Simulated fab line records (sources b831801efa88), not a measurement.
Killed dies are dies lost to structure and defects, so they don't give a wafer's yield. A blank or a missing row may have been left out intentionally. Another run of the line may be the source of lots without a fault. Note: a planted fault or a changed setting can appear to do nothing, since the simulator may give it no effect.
Struck lot and sound lot, side by side :: flow sky130 :: 37 out of 708 route steps
Sound: the wafers L651.1, L651.3, L651.4. Wafers L660.1, L660.2, L660.5 were the ones struck. Last of all comes the cause.
Order at every step that has rows: each side's tool, ch and its chambers, its first start. Under that, the readings that differ: sound wafers :: struck wafers :: difference of the means :: sigmas: that difference in standard deviations of wafers without a fault.
alike: same words and numbers on both sides, and readings whose means sit less than 2 such deviations apart. not compared: any withheld reading, any reading some wafer has no value for, any bound like >300 that may hide the same value, and any number with overlapping values for which the record gives no deviation.
A row with sigmas, a row that says differs or no value, or rows on one side alone: a step with any of these is where the two part. Non-overlapping numbers with no deviation appear without sigmas and do not part them. Lack of a reading on every wafer of one side parts them only where that side has two or more wafers.

first, 9 steps without rows for these wafers: SKY_VIA2_SPUTTER_20 (material TiN, target thk 20 nm, time 80 s); SKY_VIA2_CVD_21 (deposits W, target thk 420 nm, time 126.4 s); SKY_VIA2_CMP_24 (polishes, stops on SiO2, t overpolish 20 s, target thk 0 nm); SKY_METAL3_SPUTTER_00 (material Ti, target thk 15 nm, time 10 s); SKY_METAL3_SPUTTER_01 (material TiN, target thk 20 nm, time 16.7 s); SKY_METAL3_SPUTTER_02 (material AlCu, target thk 735 nm, time 39.1 s); SKY_METAL3_SPUTTER_03 (material Ti, target thk 5 nm, time 3.3 s); SKY_METAL3_SPUTTER_04 (material TiN, target thk 70 nm, time 58.3 s); SKY_CAPM_CVD_00 (deposits SiO2, target thk 15.5 nm).
SKY_CAPM_SPUTTER_02: material TiN, target thk 200 nm, time 166.7 s.
  struck on pvd_sputter-02, day 40 14:12; sound on pvd_sputter-02, day 37 22:38
reading: cathode_dc_power_W (W)
sound: 6499.0 6499.0 6501.9
struck: 6276.9 6276.2 6273.2
difference: -224.5
sigmas: -99 or more

reading: model.TiN_of_CAPM_SPUTTER_02.thk_nm (nm)
sound: 200.6 202.4 200.3
struck: 193.2 192 192.1
difference: -8.7
sigmas: 
  alike: throttle_valve_pct
SKY_CAPM_RS_MEAS_03: a four-point-probe measurement.
  struck on film_metro-04, day 40 14:36; sound on film_metro-01, day 37 22:44
reading: CAPM_TIN_RS (ohm/sq)
sound: 6.90 6.82 6.89
struck: 7.17 7.20 7.22
difference: +0.33
sigmas: +6
  not compared: hold
SKY_CAPM_THK_MEAS_04: measures by xrf.
  struck on film_metro-04, day 40 17:21; sound on film_metro-01, day 37 22:52
reading: CAPM_TIN_THK (nm)
sound: 199.6 202.2 199.8
struck: 193.7 193.6 193.3
difference: -7.0
sigmas: -4
  not compared: hold
then, 6 steps without rows for these wafers: SKY_CAPM_HMDS_06 (prime time 60 s); SKY_CAPM_COAT_07 (resist thk 1140 nm); SKY_CAPM_SOFTBAKE_08 (time 60 s); SKY_CAPM_EXPOSE_09 (exposes mask CAPM, target cd 1000 nm); SKY_CAPM_PEB_10; SKY_CAPM_DEVELOP_11 (develop time 60 s).
SKY_CAPM_METAL_ETCH_13: etches TiN in Cl2/BCl3, stops on SiO2, target depth 220 nm, time 62.9 s.
  sound on rie_metal-02 ch 0,1, day 39 00:02; struck on rie_metal-01 ch 0,1, day 41 14:10
reading: oes_product_au (a.u.)
sound: 0.940 0.943 0.941
struck: 0.929 0.922 0.919
difference: -0.018
sigmas: -3

reading: model.CAPM.feature_depth_nm (nm)
sound: 200.6 202.4 200.3
struck: 193.2 192 192.1
difference: -8.7
sigmas: 

reading: model.etch.depth_nm (nm)
sound: 200.6 202.4 200.3
struck: 193.2 192 192.1
difference: -8.7
sigmas: 
  alike: drypump_motor_current_A, throttle_valve_pct
  not compared: rf_hours_counter_h
then, 16 steps without rows for these wafers: SKY_CAPM_STRIP_14 (strips in O2/N2); SKY_CAPM_STRIP_15 (strips in post etch residue remover, time 1200 s); SKY_CAPM_CLEAN_16 (cleans in IPA, time 180 s); SKY_CAPM_CLEAN_17 (cleans in O3/DIW); SKY_METAL3_DEHYDRATE_05 (time 60 s); SKY_METAL3_HMDS_06 (prime time 60 s); SKY_METAL3_COAT_07 (resist thk 60 nm); SKY_METAL3_COAT_08 (resist thk 1140 nm); SKY_METAL3_SOFTBAKE_09 (time 90 s); SKY_METAL3_EXPOSE_10 (exposes mask MM3, target cd 300 nm); SKY_METAL3_PEB_11; SKY_METAL3_DEVELOP_12 (develop time 60 s); SKY_METAL3_DESCUM_15 (chemistry O2, time 8 s); SKY_METAL3_ETCH_16 (etches BARC in N2/H2, stops on SiO2, time 88.2 s, target depth 60 nm); SKY_METAL3_ETCH_17 (etches SiO2 in C4F8/O2/Ar, stops on TiN, time 3.9 s, target depth 15 nm); SKY_METAL3_METAL_ETCH_18 (etches the open film in Cl2/BCl3, stops on SiO2, target depth 845 nm, time 183.1 s).
SKY_METAL3_STRIP_20: strips in post etch residue remover, time 1200 s.
  sound on wet_bench-03 ch 1, day 40 02:16; struck on wet_bench-03 ch 0, day 42 15:20
reading: model.TiN_of_CAPM_SPUTTER_02.thk_nm (nm)
sound: 199.8 201.6 199.5
struck: 192.4 191.2 191.3
difference: -8.7
sigmas: 
-- the record jumps here: 7 days lie between the struck wafers' starts before and after (it left off in module METAL3 and takes up again in module PAD_OPEN, whose first step shown is number 708 of the route) --
SKY_PAD_OPEN_PROBE_99:
  struck on prober-01, day 49 03:25; sound on prober-02, day 47 05:05
reading: model.etest.cap_mim.plate_ohm_sq
sound: 6.004 5.886 5.94
struck: 6.182 6.225 6.239
difference: +0.272
sigmas: 
  alike: defect_limited_yield, killed_at_M0_to_M3, killed_at_M4_up, killed_at_contacts, killed_at_front_end, killed_at_other, killed_dies, killed_on_rim, killed_open, killed_short, sort_bin_3_pad_short, sort_bin_5_function, sort_bin_6_memory, sort_n_pass, sort_yield_pct

WHERE THEY PART
First at SKY_CAPM_SPUTTER_02; last, within this record, at SKY_CAPM_METAL_ETCH_13. Later steps at which nothing parts them and some readings are alike: SKY_PAD_OPEN_PROBE_99.

WHY: what had been put in by the simulator
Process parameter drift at SKY_CAPM_SPUTTER_02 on pvd_sputter-02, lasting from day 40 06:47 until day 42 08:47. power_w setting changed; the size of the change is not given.
